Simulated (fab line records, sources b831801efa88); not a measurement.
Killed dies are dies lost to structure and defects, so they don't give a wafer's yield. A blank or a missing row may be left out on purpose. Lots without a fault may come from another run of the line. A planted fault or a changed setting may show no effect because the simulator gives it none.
A struck lot beside a sound one | flow sfq_line | 42 steps out of a route of 325
Sound: wafers L979.3, L979.4, L979.5. Struck: wafer L970.4. (L970.3 of the same lot was not struck and is left out.) The cause comes at the end.
At each step with rows: each side's tool, then ch and its chambers, then its first start. Under that, the readings that differ: sound wafers | struck wafers | difference of the means | sigmas: that difference in standard deviations of wafers without a fault.
alike: readings whose means differ by less than 2 such deviations, and words and numbers that are the same on both sides. not compared: withheld readings, readings that some wafer has no value for, bounds like >300 that may hide the same value, and numbers for which the record gives no deviation and whose values overlap.
The two part at a step that has a row with sigmas, a row that says differs or no value, or rows on one side only. Numbers that don't overlap but have no deviation are shown without sigmas and don't part them. A reading that every wafer of one side lacks parts them only if that side has two wafers or more.

first, 6 steps without rows for these wafers: SFQ_TRILAYER_I6_VIA_LITHO_COAT_174 (resist thk 62 nm); SFQ_TRILAYER_I6_VIA_LITHO_COAT_169 (resist thk 650 nm); SFQ_TRILAYER_I6_VIA_LITHO_SOFTBAKE_173; SFQ_TRILAYER_I6_VIA_LITHO_EXPOSE_170 (exposes mask I6, target cd 700 nm); SFQ_TRILAYER_I6_VIA_LITHO_PEB_172 (peb time 60 s); SFQ_TRILAYER_I6_VIA_LITHO_DEVELOP_171 (time 60 s).
SFQ_I6_OVL_MEAS_942:
  sound on overlay-01, day 79 21:34; struck on overlay-02, day 74 02:57
  alike: I6_OVL
then, 1 step without rows for these wafers: SFQ_TRILAYER_I6_VIA_BARC_OPEN_VIA_ETCH_235 (etches BARC in O2, target depth 125 nm, time 41.7 s).
SFQ_TRILAYER_I6_VIA_ETCH_VIA_ETCH_172: etches SiO2 in CHF3, stops on Nb, target depth 260 nm.
  sound on rie_diel-04 ch 1,2,3, day 79 21:38; struck on rie_diel-02 ch 1, day 74 03:01
  alike: drypump_motor_current_A, oes_product_au
then, 3 steps without rows for these wafers: SFQ_TRILAYER_I6_VIA_STRIP_STRIP_173 (strips in O2); SFQ_TRILAYER_I6_VIA_STRIP_SOLV_CLEAN_174 (cleans in NMP, time 600 s); SFQ_TRILAYER_M7_DEP_PRE_CLEAN_176 (time 22.5 s).
SFQ_TRILAYER_M7_DEP_SPUTTER_175: material Nb, target thk 200 nm, time 133.3 s.
  sound on pvd_sputter-06, day 79 22:33; struck on pvd_sputter-05, day 74 04:06
  reading                                             | sound           | struck | difference | sigmas
  throttle_valve_pct (%)                              | 29.3 29.6 29.0  | 31.8   | +2.5       | +2
  model.Nb_of_TRILAYER_M7_DEP_SPUTTER_175.thk_nm (nm) | 199.2 198.9 200 | 138    | -61        |
  alike: base_pressure_pa
SFQ_M7_RS_MEAS_943: measures by four-point-probe.
  sound on film_metro-04, day 79 22:41; struck on film_metro-01, day 74 04:14
  reading           | sound             | struck | difference | sigmas
  M7_NB_RS (ohm/sq) | 0.893 0.895 0.890 | 1.294  | +0.401     | +55
then, 6 steps without rows for these wafers: SFQ_TRILAYER_M7_LITHO_COAT_182 (resist thk 62 nm); SFQ_TRILAYER_M7_LITHO_COAT_177 (resist thk 600 nm); SFQ_TRILAYER_M7_LITHO_SOFTBAKE_181; SFQ_TRILAYER_M7_LITHO_EXPOSE_178 (exposes mask M7, target cd 500 nm); SFQ_TRILAYER_M7_LITHO_PEB_180 (peb time 60 s); SFQ_TRILAYER_M7_LITHO_DEVELOP_179 (time 60 s).
SFQ_M7_OVL_MEAS_945:
  sound on overlay-02, day 80 03:29; struck on overlay-02, day 74 11:21
  alike: M7_OVL
then, 1 step without rows for these wafers: SFQ_TRILAYER_M7_BARC_OPEN_METAL_ETCH_229 (etches BARC in O2, target depth 125 nm, time 41.7 s).
SFQ_TRILAYER_M7_ETCH_METAL_ETCH_180: etches Nb in Cl2/Ar, stops on SiO2, target depth 240 nm, time 120 s.
  sound on rie_metal-02 ch 0,1, day 80 03:36; struck on rie_metal-04 ch 1, day 74 11:28
  reading                     | sound             | struck | difference | sigmas
  drypump_motor_current_A (A) | 5.9 6.6 6.6       | 5.3    | -1.1       | -2
  oes_product_au (a.u.)       | 0.893 0.894 0.901 | 0.734  | -0.162     | -25
  not compared: rf_hours_counter_h
SFQ_TRILAYER_M7_STRIP_STRIP_181: strips in O2.
  sound on rie_metal-02 ch 0,1, day 80 03:53; struck on rie_metal-04 ch 1, day 74 11:46
  reading                     | sound             | struck | difference | sigmas
  drypump_motor_current_A (A) | 6.0 6.6 6.6       | 5.3    | -1.1       | -2
  oes_product_au (a.u.)       | 0.990 0.989 0.988 | 1.010  | +0.021     | +2
  not compared: rf_hours_counter_h
then, 1 step without rows for these wafers: SFQ_TRILAYER_M7_STRIP_SOLV_CLEAN_182 (cleans in NMP, time 600 s).
SFQ_TRILAYER_I7_DEP_PECVD_183: deposits SiO2 from SiH4/N2O, time 111.11 s, target thk 500 nm.
  sound on pecvd-03 ch 0,1,2, day 80 04:28; struck on pecvd-04 ch 1, day 74 12:20
  reading                | sound          | struck | difference | sigmas
  throttle_valve_pct (%) | 23.6 26.1 28.1 | 22.8   | -3.1       | -2
  alike: heater_power_w
then, 1 step without rows for these wafers: SFQ_TRILAYER_I7_CMP_CMP_184 (polishes SiO2).
SFQ_I7_BOW_MEAS_946:
  sound on film_metro-03, day 80 07:35; struck on film_metro-01, day 74 16:08
  reading     | sound  | struck | difference | sigmas
  I7_BOW (um) | 8 -8 1 | 23     | +23        | +2
SFQ_TRILAYER_I7_METRO_MEASURE_185:
  sound on film_metro-03, day 80 08:04; struck on film_metro-01, day 74 16:37
  reading     | sound             | struck | difference | sigmas
  thk_nm (nm) | 199.5 201.6 200.5 | 197.7  | -2.8       | -3
then, 6 steps without rows for these wafers: SFQ_TRILAYER_I7_VIA_LITHO_COAT_192 (resist thk 62 nm); SFQ_TRILAYER_I7_VIA_LITHO_COAT_187 (resist thk 650 nm); SFQ_TRILAYER_I7_VIA_LITHO_SOFTBAKE_191; SFQ_TRILAYER_I7_VIA_LITHO_EXPOSE_188 (exposes mask I7, target cd 1000 nm); SFQ_TRILAYER_I7_VIA_LITHO_PEB_190 (peb time 60 s); SFQ_TRILAYER_I7_VIA_LITHO_DEVELOP_189 (time 60 s).
-- the record jumps here: 2 days lie between the struck wafers' starts before and after --
SFQ_I7_OVL_MEAS_947:
  sound on overlay-02, day 80 16:41; struck on overlay-01, day 77 01:58
  alike: I7_OVL
then, 2 steps without rows for these wafers: SFQ_TRILAYER_I7_VIA_BARC_OPEN_VIA_ETCH_260 (etches BARC in O2, target depth 125 nm, time 41.7 s); SFQ_TRILAYER_I7_VIA_ETCH_VIA_ETCH_190 (etches SiO2 in CHF3, stops on Nb, target depth 260 nm).
SFQ_TRILAYER_I7_VIA_STRIP_STRIP_191: strips in O2.
  sound on rie_metal-02 ch 0,1, day 80 17:04; struck on rie_metal-03 ch 1, day 77 02:21
  reading                     | sound       | struck | difference | sigmas
  drypump_motor_current_A (A) | 5.9 6.6 6.0 | 5.0    | -1.2       | -2
  alike: oes_product_au
  not compared: rf_hours_counter_h
then, 2 steps without rows for these wafers: SFQ_TRILAYER_I7_VIA_STRIP_SOLV_CLEAN_192 (cleans in NMP, time 600 s); SFQ_TRILAYER_M8_LITHO_LOR_COAT_197.
-- the record jumps here: 3 days lie between the struck wafers' starts before and after --
SFQ_M8_BOW_MEAS_951:
  sound on film_metro-04, day 83 12:52; struck on film_metro-03, day 80 10:56
  reading                 | sound                | struck | difference | sigmas
  M8_BOW (um)             | 8 -9 0               | 24     | +24        | +2
  model.etest.m7.ohm_um   | 1.787 1.789 1.78     | 2.568  | +0.783     |
  model.etest.i6.link_ohm | 1.869 1.861 1.855    | 2.313  | +0.451     |
  model.etest.m7.ohm_sq   | 0.8931 0.8943 0.8895 | 1.289  | +0.397     |
  model.etest.i7.link_ohm | 1.052 1.057 1.05     | 1.45   | +0.40      |

WHERE THEY PART
First at SFQ_TRILAYER_M7_DEP_SPUTTER_175; last, within this record, at SFQ_M8_BOW_MEAS_951.

WHY: what the simulator had put in
Process parameter drift: pvd_sputter-05, from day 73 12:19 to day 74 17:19, at SFQ_TRILAYER_M7_DEP_SPUTTER_175. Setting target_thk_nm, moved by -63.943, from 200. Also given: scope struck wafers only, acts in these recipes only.
